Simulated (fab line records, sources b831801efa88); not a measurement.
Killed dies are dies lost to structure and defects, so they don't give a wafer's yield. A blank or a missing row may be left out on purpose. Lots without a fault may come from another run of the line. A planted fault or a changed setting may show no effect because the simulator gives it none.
fab line records | flow gf180mcu
record lots=5 wafers=23
route steps=602 shown V4@480 MIM@512 M5@531 V5@540 PASSIVATION@593
start_h: hours from the record's first day to the start of the lot's first wafer shown | wait_h: hours since the lot's step before | " the same as in the row above | L1.1+2: a row that stands for several wafers | - no value, or no start given | * or withheld: withheld | < > ~ a bound
route shown NAME@n: a module of which the file shows steps, and the number in the route of the first | usual: mean/standard deviation of fault-free wafers | same: alike in all rows | chamber/n: place in a boat | sites: the reading at each site | _std_site: their standard deviation | _edge_site: outer sites' mean less inner sites' | radius_mm: how far each site lies from the wafer's centre | mask NAME#n: copy n | behind: the tool/chamber that last shaped the wafer | hold: why the lot was held/for how many hours/how that ended | device: the transistor (n, p or np) that didn't switch | end of line: the same wafers' tests at the end of the route | a step without rows: its recipe alone | killed: dies lost to structure and defects at the first sort, not the wafer's yield | map: a wafer's dies, x killed, . not, _ none there
set.NAME: the setting as run; set.NAME@STEP: as run at that earlier step | model.NAME: the simulator's own value behind a step, which no gauge read
lots whose settings were changed on purpose; a table a step, a row a wafer
## steps
# step GF_V4_CMP_04
# recipe material=SiO2 down_force_psi=4 platen_rpm=60 pad_velocity_m_s=0.94248
# columns lot.wafer tool chamber start_h wait_h set.leave_above_ref_nm model.SiO2_of_V4_CVD_02.thk_nm
L075.2 cmp-02 0 539.52 0.0 632.5 632.7
L075.4 " 1 " " 632.5 632.9
L075.3 " 2 " " 659.7 660.2
L075.1 " 3 " " 632.5 632
L075.5 " 0 " " 659.7 659.5
L076.2 cmp-01 3 563.89 0.0 632.5 631.7
L076.3 " 0 " " 632.5 632.2
L076.4 " 1 " " 632.5 632.4
L076.5 " 3 " " 652.1 650.4
L076.6 " 0 " " 652.1 651.7
L082.4 cmp-02 0 619.70 0.0 678.9 678.8
L082.1+6 " 1 " " 632.5 633.6
L082.2 " 3 " " 632.5 632.1
L082.5 " 0 " " 678.9 679.1
L083.1 cmp-01 3 620.49 0.1 632.5 634
L083.3 " 0 " " 603.5 603.8
L083.4 " 1 " " 603.5 603
L083.2 " 2 " " 603.5 604.7
L083.6 " 3 " " 632.5 633.9
L084.2 cmp-01 0 622.67 0.0 632.5 633.5
L084.3+5 " 1 " " 632.5 632.2
# step GF_V4_SOFTBAKE_10
# recipe temp_c=130 time_s=60 resist=KrF
# columns lot.wafer tool chamber start_h wait_h set.temp_c
L075.1+4 litho_track-03 0 - - 132.6
L075.2+3+5 " 0 " " 130
L076.2+3+6 litho_track-01 0 - - 132.1
L076.4+5 " 0 " " 130
L082.1+5 litho_track-02 0 - - 130
L082.2+4+6 " 0 " " 127.6
L083.1+2+3+4+6 litho_track-01 0 - - 130
L084.2+3+5 litho_track-01 0 - - 130
# step GF_V4_EXPOSE_11
# recipe mask_id=Via4 target_cd_nm=260 na=0.68 source_shape=conventional sigma_outer=0.6 dose_mj=37.53
# step GF_V4_PEB_12
# recipe peb_temp_c=135 peb_time_s=90 resist=KrF
# step GF_V4_ETCH_16
# recipe chemistry=N2/H2 target_depth_a=withheld overetch_a=withheld time_s=withheld target=BARC ion_energy_ev=200 source_w=500 bias_w=100 pressure_mtorr=30 n2_flow_sccm=100 h2_flow_sccm=200
# step GF_V4_ETCH_17
# recipe chemistry=C4F8/O2/Ar mask_material=KrF target=SiO2 stop_on=TiN source_w=1500 bias_w=1200 pressure_mtorr=40 c4f8_flow_sccm=withheld O2_flow_sccm=6 Ar_flow_sccm=300 time_s=withheld target_depth_a=6300
# usual oes_product_au=0.856/0.0044
# columns lot.wafer tool chamber start_h wait_h set.leave_above_ref_nm@V4_CMP_04 oes_product_au
L075.1 rie_diel-04 1 - - 632.5 0.854
L075.2 " 2 " " 632.5 0.863
L075.3 " 3 " " 659.7 0.873
L075.4 " 0 " " 632.5 0.854
L075.5 " 0 " " 659.7 0.877
L076.2 rie_diel-04 0 - - 632.5 0.852
L076.3 " 2 " " 632.5 0.855
L076.4 " 3 " " 632.5 0.856
L076.5 " 3 " " 652.1 0.868
L076.6 " 2 " " 652.1 0.868
L082.1 rie_diel-02 2 - - 632.5 0.854
L082.2 " 0 " " 632.5 0.853
L082.4 " 1 " " 678.9 0.891
L082.5 " 3 " " 678.9 0.893
L082.6 " 0 " " 632.5 0.861
L083.1 rie_diel-01 3 - - 632.5 0.860
L083.2 " 2 " " 603.5 0.838
L083.3 " 1 " " 603.5 0.836
L083.4 " 3 " " 603.5 0.837
L083.6 " 1 " " 632.5 0.851
L084.2 rie_diel-04 2 - - 632.5 0.855
L084.3 " 3 " " 632.5 0.857
L084.5 " 3 " " 632.5 0.856
# step GF_MIM_SPUTTER_09
# recipe material=TiN target_thk_nm=35 power_w=6500 time_s=29.2 chamber_pressure_pa=0.4
# columns lot.wafer tool chamber start_h wait_h set.power_w model.TiN_of_MIM_SPUTTER_09.thk_nm
L075.1 pvd_sputter-04 - 564.29 0.0 6300 33.32
L075.2 " - " " 6300 33.84
L075.3 " - " " 6500 34.85
L075.4 " - " " 6500 34.99
L075.5 " - " " 6300 34.02
L076.2 pvd_sputter-04 - 587.18 0.0 5774 31.1
L076.3 " - " " 6500 34.35
L076.4 " - " " 5774 31.03
L076.5 " - " " 6500 34.79
L076.6 " - " " 6500 34.47
L082.1 pvd_sputter-04 - 642.19 0.0 6208 33.74
L082.2 " - " " 6208 33.72
L082.4 " - " " 6500 35.29
L082.5 " - " " 6208 33.48
L082.6 " - " " 6500 34.65
L083.1 pvd_sputter-02 - 643.14 0.0 6500 35.01
L083.2 " - " " 6500 35.13
L083.3 " - " " 6500 34.73
L083.4 " - " " 5733 30.93
L083.6 " - " " 5733 31.11
L084.2 pvd_sputter-01 - 644.98 0.0 6500 35.71
L084.3 " - " " 6500 35.23
L084.5 " - " " 6500 34.99
# step GF_MIM_COAT_14
# recipe resist=NOVOLAK spin_rpm=3000 resist_thk_nm=1000
# columns lot.wafer tool chamber start_h wait_h set.spin_rpm model.NOVOLAK_of_MIM_COAT_14.thk_nm
L075.1 litho_track-02 0 574.79 0.1 3000 996.6
L075.2 " 0 " " 3058 989
L075.3 " 0 " " 3000 997
L075.4 " 0 " " 3000 1001
L075.5 " 0 " " 3058 990.6
L076.2 litho_track-03 0 597.52 0.1 3000 -
L076.3 " 0 " " 3000 995.8
L076.4 " 0 " " 2856 -
L076.5 " 0 " " 3000 995.9
L076.6 " 0 " " 2856 1020
L082.1 litho_track-03 0 651.55 0.1 3000 998.4
L082.2 " 0 " " 2857 1022
L082.4 " 0 " " 3000 998.2
L082.5 " 0 " " 3000 997.7
L082.6 " 0 " " 2857 1023
L083.1 litho_track-03 0 652.45 0.1 3000 997.4
L083.2 " 0 " " 3000 996.9
L083.3 " 0 " " 2786 1039
L083.4+6 " 0 " " 2786 -
L084.2 litho_track-02 0 654.31 0.1 3000 998.4
L084.3 " 0 " " 3000 999.7
L084.5 " 0 " " 3000 999.9
# step GF_MIM_SOFTBAKE_15
# recipe temp_c=90 time_s=60 resist=NOVOLAK
# step GF_MIM_EXPOSE_16
# recipe mask_id=FuseTop target_cd_nm=2000 na=0.6 source_shape=conventional sigma_outer=0.6 dose_mj=140
# step GF_MIM_PEB_17
# recipe temp_c=withheld time_s=* resist=NOVOLAK
# step GF_MIM_DEVELOP_18
# recipe develop_time_s=60 dev_temp_c=24.02
# step GF_MIM_METAL_ETCH_19
# recipe chemistry=Cl2/BCl3 mask_material=NOVOLAK stop_on=Si3N4 target_depth_nm=324.5 pressure_mtorr=8 icp_w=800 bias_w=140 Cl2_flow_sccm=80 bcl3_flow_sccm=40 time_s=54.1
# columns lot.wafer tool chamber start_h wait_h set.spin_rpm@MIM_COAT_14 model.NOVOLAK_of_MIM_COAT_14.thk_nm
L075.1 rie_metal-02 0 585.60 0.1 3000 866.1
L075.2 " 1 " " 3058 857.4
L075.3 " 0 " " 3000 866.4
L075.4 " 1 " " 3000 870.4
L075.5 " 0 " " 3058 860.5
L076.2 rie_metal-02 1 607.97 0.1 3000 -
L076.3 " 1 " " 3000 863.9
L076.4 " 0 " " 2856 -
L076.5 " 0 " " 3000 864.6
L076.6 " 1 " " 2856 886.9
L082.1 rie_metal-02 0 661.79 0.1 3000 866.9
L082.2 " 1 " " 2857 888.8
L082.4 " 1 " " 3000 864.1
L082.5 " 1 " " 3000 863.8
L082.6 " 0 " " 2857 891.5
L083.1 rie_metal-03 0 662.20 0.1 3000 871
L083.2 " 0 " " 3000 870.6
L083.3 " 0 " " 2786 912.1
L083.4+6 " 0 " " 2786 -
L084.2 rie_metal-04 0 664.15 0.1 3000 866.7
L084.3 " 0 " " 3000 867.7
L084.5 " 1 " " 3000 871.4
# step GF_MIM_STRIP_20
# recipe chemistry=O2/N2 power_w=1400 pressure_mtorr=1500 platen_temp_c=250 o2_flow_sccm=3000 n2_flow_sccm=300 overash_fraction=0.5
# usual strip_time_to_endpoint_s=11.20/0.035
# columns lot.wafer tool chamber start_h wait_h set.spin_rpm@MIM_COAT_14 strip_time_to_endpoint_s
L075.1 plasma_asher-01 0 585.67 0.0 3000 11.19
L075.2 " 1 " " 3058 11.07
L075.3 " 1 " " 3000 11.17
L075.4 " 0 " " 3000 11.23
L075.5 " 0 " " 3058 11.10
L076.2 plasma_asher-02 1 608.04 0.0 3000 11.18
L076.3 " 1 " " 3000 11.16
L076.4 " 0 " " 2856 11.50
L076.5 " 0 " " 3000 11.15
L076.6 " 1 " " 2856 11.42
L082.1 plasma_asher-03 0 661.86 0.0 3000 11.18
L082.2 " 1 " " 2857 11.45
L082.4 " 1 " " 3000 11.15
L082.5 " 1 " " 3000 11.15
L082.6 " 0 " " 2857 11.48
L083.1 plasma_asher-02 0 662.34 0.1 3000 11.23
L083.2 " 1 " " 3000 11.23
L083.3 " 1 " " 2786 11.72
L083.4 " 0 " " 2786 11.66
L083.6 " 0 " " 2786 11.67
L084.2 plasma_asher-02 1 664.22 0.0 3000 11.18
L084.3 " 1 " " 3000 11.20
L084.5 " 0 " " 3000 11.23
# step GF_M5_PEB_05
# recipe peb_temp_c=135 peb_time_s=90 resist=KrF
# columns lot.wafer tool chamber start_h wait_h set.peb_time_s
L075.1+2+3 litho_track-04 0 - - 85.66
L075.4+5 " 0 " " 90
L076.2+6 litho_track-01 0 - - 90
L076.3+4+5 " 0 " " 98.11
L082.1+4 litho_track-01 0 - - 90
L082.2+5+6 " 0 " " 100.4
L083.1+3+4 litho_track-01 0 - - 80.74
L083.2+6 " 0 " " 90
L084.2+3+5 litho_track-01 0 - - 90
# step GF_M5_DEVELOP_06
# recipe develop_time_s=60 dev_temp_c=21
# step GF_M5_CD_MEAS_07
# recipe target_cd_nm=280
# usual cd_nm=280.2/0.91
# columns lot.wafer tool chamber start_h wait_h set.peb_time_s@M5_PEB_05 cd_nm
L075.1 cd_sem-02 - 607.67 0.1 85.66 281.9
L075.2 " - " " 85.66 282.1
L075.3 " - " " 85.66 282.5
L075.4 " - " " 90 281.2
L075.5 " - " " 90 280.8
L076.2 cd_sem-02 - 627.46 0.1 90 280.2
L076.3 " - " " 98.11 277.7
L076.4 " - " " 98.11 277.6
L076.5 " - " " 98.11 276.8
L076.6 " - " " 90 279.9
L082.1 cd_sem-01 - 680.82 0.1 90 280.6
L082.2 " - " " 100.4 276.5
L082.4 " - " " 90 280.4
L082.5 " - " " 100.4 277.0
L082.6 " - " " 100.4 277.2
L083.1 cd_sem-02 - 681.17 0.1 80.74 282.8
L083.2 " - " " 90 281.2
L083.3 " - " " 80.74 283.3
L083.4 " - " " 80.74 282.0
L083.6 " - " " 90 280.8
L084.2 cd_sem-02 - 683.19 0.1 90 281.1
L084.3 " - " " 90 280.3
L084.5 " - " " 90 280.8
# step GF_M5_ETCH_09
# recipe chemistry=CF4/O2 target=Si3N4 target_depth_nm=52 source_w=800 bias_w=150 pressure_mtorr=150 cf4_flow_sccm=80 O2_flow_sccm=10 time_s=11.6
# columns lot.wafer tool chamber start_h wait_h set.peb_time_s@M5_PEB_05 model.M5.cd_nm
L075.1 rie_diel-02 1 607.82 0.0 85.66 281.5
L075.2 " 3 " " 85.66 282.2
L075.3 " 2 " " 85.66 283.3
L075.4 " 2 " " 90 281.8
L075.5 " 3 " " 90 281.3
L076.2 rie_diel-03 3 627.61 0.0 90 280.7
L076.3 " 1 " " 98.11 278.3
L076.4 " 0 " " 98.11 277.6
L076.5 " 1 " " 98.11 276.7
L076.6 " 2 " " 90 279.1
L082.1 rie_diel-02 2 680.97 0.0 90 281.1
L082.2 " 0 " " 100.4 276.7
L082.4 " 1 " " 90 279.9
L082.5 " 2 " " 100.4 277.4
L082.6 " 3 " " 100.4 277.1
L083.1 rie_diel-03 0 681.32 0.0 80.74 282.8
L083.2 " 2 " " 90 280.2
L083.3 " 3 " " 80.74 283.3
L083.4 " 1 " " 80.74 282.4
L083.6 " 3 " " 90 281.3
L084.2 rie_diel-02 2 683.32 0.0 90 281.7
L084.3 " 3 " " 90 280.3
L084.5 " 3 " " 90 280.9
# step GF_V5_CVD_00
# recipe material=SiO2 target_thk_nm=300 sigma_open_frac=0.3 temp_c=400 time_s=50 sih4_flow_sccm=60 pressure_mtorr=6
# columns lot.wafer tool chamber start_h wait_h set.sih4_flow_sccm model.SiO2_of_V5_CVD_00.thk_nm
L075.1 hdpcvd-01 2 608.53 0.0 60 301
L075.2 " 1 " " 52.26 258.1
L075.3 " 0 " " 60 300.9
L075.4 " 2 " " 52.26 261.7
L075.5 " 1 " " 52.26 254.6
L076.2 hdpcvd-01 2 628.36 0.0 60 295
L076.3 " 0 " " 64.21 320.2
L076.4 " 0 " " 64.21 320.1
L076.5 " 1 " " 60 290.7
L076.6 " 2 " " 60 294.4
L082.1 hdpcvd-02 1 681.75 0.0 60 301.8
L082.2 " 2 " " 57.59 282.6
L082.4 " 0 " " 57.59 286.8
L082.5 " 2 " " 60 298.2
L082.6 " 1 " " 57.59 288.3
L083.1 hdpcvd-02 0 682.00 0.0 60 305.6
L083.2 " 1 " " 60 307.3
L083.3 " 2 " " 60 303.3
L083.4 " 0 " " 60 303.1
L083.6 " 2 " " 60 303.5
L084.2 hdpcvd-02 1 684.40 0.0 60 305.1
L084.3 " 2 " " 60 301.8
L084.5 " 0 " " 60 302.1
# step GF_V5_THK_MEAS_01
# recipe reads=SiO2_of_V5_CVD_00
# usual V5_CVD_00_THK=300/3.7
# columns lot.wafer tool chamber start_h wait_h set.sih4_flow_sccm@V5_CVD_00 V5_CVD_00_THK[nm]
L075.1 film_metro-01 - 608.57 0.0 60 301
L075.2 " - " " 52.26 258
L075.3 " - " " 60 301
L075.4 " - " " 52.26 262
L075.5 " - " " 52.26 255
L076.2 film_metro-04 - 628.42 0.0 60 295
L076.3 " - " " 64.21 320
L076.4 " - " " 64.21 320
L076.5 " - " " 60 290
L076.6 " - " " 60 294
L082.1 film_metro-01 - 681.79 0.0 60 302
L082.2 " - " " 57.59 283
L082.4 " - " " 57.59 287
L082.5 " - " " 60 298
L082.6 " - " " 57.59 288
L083.1 film_metro-04 - 682.04 0.0 60 306
L083.2 " - " " 60 308
L083.3 " - " " 60 304
L083.4 " - " " 60 303
L083.6 " - " " 60 304
L084.2 film_metro-03 - 684.46 0.0 60 305
L084.3 " - " " 60 302
L084.5 " - " " 60 302
# step GF_V5_PEB_12
# recipe peb_temp_c=135 peb_time_s=90 resist=KrF
# columns lot.wafer tool chamber start_h wait_h set.peb_time_s
L075.1+2+3+4+5 litho_track-01 0 - - 90
L076.2+3+4+5+6 litho_track-04 0 - - 90
L082.1+2+4 litho_track-04 0 - - 90
L082.5+6 " 0 " " 103
L083.1+6 litho_track-01 0 - - 103.4
L083.2+3+4 " 0 " " 90
L084.2+3+5 litho_track-01 0 - - 90
# step GF_V5_DEVELOP_13
# recipe develop_time_s=60 resist=KrF dev_temp_c=21
# step GF_V5_CD_MEAS_14
# recipe target_cd_nm=260
# usual cd_nm=260.0/1.1
# columns lot.wafer tool chamber start_h wait_h set.peb_time_s@V5_PEB_12 cd_nm
L075.1 cd_sem-01 - 628.72 0.1 90 257.9
L075.2 " - " " 90 258.2
L075.3 " - " " 90 258.3
L075.4 " - " " 90 259.4
L075.5 " - " " 90 259.8
L076.2 cd_sem-02 - 648.58 0.1 90 260.6
L076.3 " - " " 90 260.4
L076.4 " - " " 90 260.3
L076.5 " - " " 90 261.3
L076.6 " - " " 90 261.0
L082.1 cd_sem-01 - 700.51 0.1 90 259.7
L082.2 " - " " 90 260.5
L082.4 " - " " 90 260.2
L082.5 " - " " 103 262.7
L082.6 " - " " 103 263.5
L083.1 cd_sem-02 - 700.92 0.1 103.4 262.1
L083.2 " - " " 90 258.9
L083.3 " - " " 90 258.3
L083.4 " - " " 90 259.3
L083.6 " - " " 103.4 261.6
L084.2 cd_sem-02 - 703.74 0.1 90 261.0
L084.3 " - " " 90 260.4
L084.5 " - " " 90 260.1
# step GF_PASSIVATION_COAT_06
# recipe spin_rpm=2000 resist_thk_nm=4000
# columns lot.wafer tool chamber start_h wait_h set.resist_thk_nm model.coat_of_PASSIVATION_COAT_06.thk_nm
L075.1 litho_track-04 0 661.76 0.1 4000 4003
L075.2 " 0 " " 4000 4009
L075.3 " 0 " " 4000 3998
L075.4 " 0 " " 4000 3997
L075.5 " 0 " " 4000 4001
L076.2 litho_track-02 0 678.91 0.1 3887 3874
L076.3 " 0 " " 3887 3881
L076.4 " 0 " " 4000 3991
L076.5 " 0 " " 3887 3888
L076.6 " 0 " " 4000 4011
L082.1 litho_track-02 0 729.98 0.1 4000 4003
L082.2 " 0 " " 4000 4024
L082.4 " 0 " " 4159 4174
L082.5 " 0 " " 4000 4010
L082.6 " 0 " " 4159 4176
L083.1 litho_track-04 0 730.41 0.1 3774 3801
L083.2 " 0 " " 4000 4035
L083.3 " 0 " " 4000 4033
L083.4 " 0 " " 3774 3799
L083.6 " 0 " " 3774 3798
L084.2 litho_track-03 0 733.27 0.1 4000 4022
L084.3 " 0 " " 4000 4028
L084.5 " 0 " " 4000 4026
# step GF_PASSIVATION_DEVELOP_10
# recipe develop_time_s=60 dev_temp_c=23
# columns lot.wafer tool chamber start_h wait_h set.develop_time_s
L075.1+5 litho_track-03 0 - - 60
L075.2+3+4 " 0 " " 62.58
L076.2+3+6 litho_track-02 0 - - 54.85
L076.4+5 " 0 " " 60
L082.1+6 litho_track-02 0 - - 52.03
L082.2+4+5 " 0 " " 60
L083.1+2+3+4+6 litho_track-03 0 - - 60
L084.2+3+5 litho_track-04 0 - - 60
# step GF_PASSIVATION_ETCH_11
# recipe chemistry=CF4/O2 target_depth_nm=1800 stop_on=TiN source_w=800 bias_w=150 pressure_mtorr=150 cf4_flow_sccm=80 O2_flow_sccm=10 time_s=400
# columns lot.wafer tool chamber start_h wait_h set.resist_thk_nm@PASSIVATION_COAT_06 model.coat_of_PASSIVATION_COAT_06.thk_nm
L075.1 rie_diel-04 2 671.35 - 4000 2790
L075.2 " 0 " " 4000 2808
L075.3 " 3 " " 4000 2803
L075.4 " 1 " " 4000 2804
L075.5 " 2 " " 4000 2801
L076.2 rie_diel-01 2 688.34 - 3887 2670
L076.3 " 1 " " 3887 2700
L076.4 " 0 " " 4000 2827
L076.5 " 0 " " 3887 2719
L076.6 " 3 " " 4000 2840
L082.1 rie_diel-01 3 738.93 - 4000 2804
L082.2 " 1 " " 4000 2838
L082.4+6 " 0,1 " " 4159 2991
L082.5 " 2 " " 4000 2788
L083.1 rie_diel-03 0 739.65 - 3774 2606
L083.2 " 3 " " 4000 2832
L083.3 " 2 " " 4000 2877
L083.4 " 2 " " 3774 2629
L083.6 " 0 " " 3774 2594
L084.2 rie_diel-03 2 742.16 - 4000 2868
L084.3 " 3 " " 4000 2831
L084.5 " 2 " " 4000 2869
# step GF_PASSIVATION_STRIP_12
# recipe chemistry=O2/N2 power_w=1345 pressure_mtorr=1500 platen_temp_c=250 o2_flow_sccm=3000 n2_flow_sccm=300 overash_fraction=0.5
# usual strip_time_to_endpoint_s=36.12/0.26
# columns lot.wafer tool chamber start_h wait_h set.resist_thk_nm@PASSIVATION_COAT_06 strip_time_to_endpoint_s
L075.1 plasma_asher-01 0 671.59 0.1 4000 35.82
L075.2 " 1 " " 4000 36.03
L075.3 " 1 " " 4000 35.98
L075.4 " 0 " " 4000 35.98
L075.5 " 0 " " 4000 35.94
L076.2 plasma_asher-03 0 688.57 0.1 3887 34.40
L076.3 " 1 " " 3887 34.73
L076.4 " 0 " " 4000 36.25
L076.5 " 1 " " 3887 34.97
L076.6 " 0 " " 4000 36.43
L082.1 plasma_asher-03 1 739.17 0.1 4000 35.97
L082.2 " 0 " " 4000 36.41
L082.4 " 1 " " 4159 38.18
L082.5 " 1 " " 4000 35.78
L082.6 " 0 " " 4159 38.20
L083.1 plasma_asher-01 1 739.89 0.1 3774 33.64
L083.2 " 0 " " 4000 36.35
L083.3 " 0 " " 4000 36.83
L083.4 " 1 " " 3774 33.93
L083.6 " 0 " " 3774 33.48
L084.2 plasma_asher-01 0 742.40 0.1 4000 36.72
L084.3 " 1 " " 4000 36.31
L084.5 " 0 " " 4000 36.74
## key
split step=GF_V4_CMP_04 setting=leave_above_ref_nm stated=632.5 by=wafer
response step=GF_V4_CMP_04 reading=model.SiO2_of_V4_CVD_02.thk_nm change=+6.33 per=1% r=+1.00
response step=GF_V4_ETCH_17 reading=oes_product_au change=+0.00457 per=1% r=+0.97
split step=GF_V4_SOFTBAKE_10 setting=temp_c stated=130 by=wafer
response none clear
split step=GF_MIM_SPUTTER_09 setting=power_w stated=6500 by=wafer
response step=GF_MIM_SPUTTER_09 reading=model.TiN_of_MIM_SPUTTER_09.thk_nm change=+0.323 per=1% r=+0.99
split step=GF_MIM_COAT_14 setting=spin_rpm stated=3000 by=wafer
response step=GF_MIM_COAT_14 reading=model.NOVOLAK_of_MIM_COAT_14.thk_nm change=-5.4 per=1% r=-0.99
response step=GF_MIM_METAL_ETCH_19 reading=model.NOVOLAK_of_MIM_COAT_14.thk_nm change=-5.35 per=1% r=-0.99
response step=GF_MIM_STRIP_20 reading=strip_time_to_endpoint_s change=* per=1% r=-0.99
split step=GF_M5_PEB_05 setting=peb_time_s stated=90 by=wafer
response step=GF_M5_CD_MEAS_07 reading=cd_nm change=-0.258 per=1% r=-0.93
response step=GF_M5_ETCH_09 reading=model.M5.cd_nm change=-0.251 per=1% r=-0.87
split step=GF_V5_CVD_00 setting=sih4_flow_sccm stated=60 by=wafer
response step=GF_V5_CVD_00 reading=model.SiO2_of_V5_CVD_00.thk_nm change=+3.44 per=1% r=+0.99
response step=GF_V5_THK_MEAS_01 reading=V5_CVD_00_THK change=+3.43 per=1% r=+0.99
split step=GF_V5_PEB_12 setting=peb_time_s stated=90 by=wafer
response step=GF_V5_CD_MEAS_14 reading=cd_nm change=+0.204 per=1% r=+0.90
split step=GF_PASSIVATION_COAT_06 setting=resist_thk_nm stated=4000 by=wafer
response step=GF_PASSIVATION_COAT_06 reading=model.coat_of_PASSIVATION_COAT_06.thk_nm change=+41.4 per=1% r=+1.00
response step=GF_PASSIVATION_ETCH_11 reading=model.coat_of_PASSIVATION_COAT_06.thk_nm change=+44.7 per=1% r=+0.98
response step=GF_PASSIVATION_STRIP_12 reading=strip_time_to_endpoint_s change=* per=1% r=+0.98
split step=GF_PASSIVATION_DEVELOP_10 setting=develop_time_s stated=60 by=wafer
response none clear
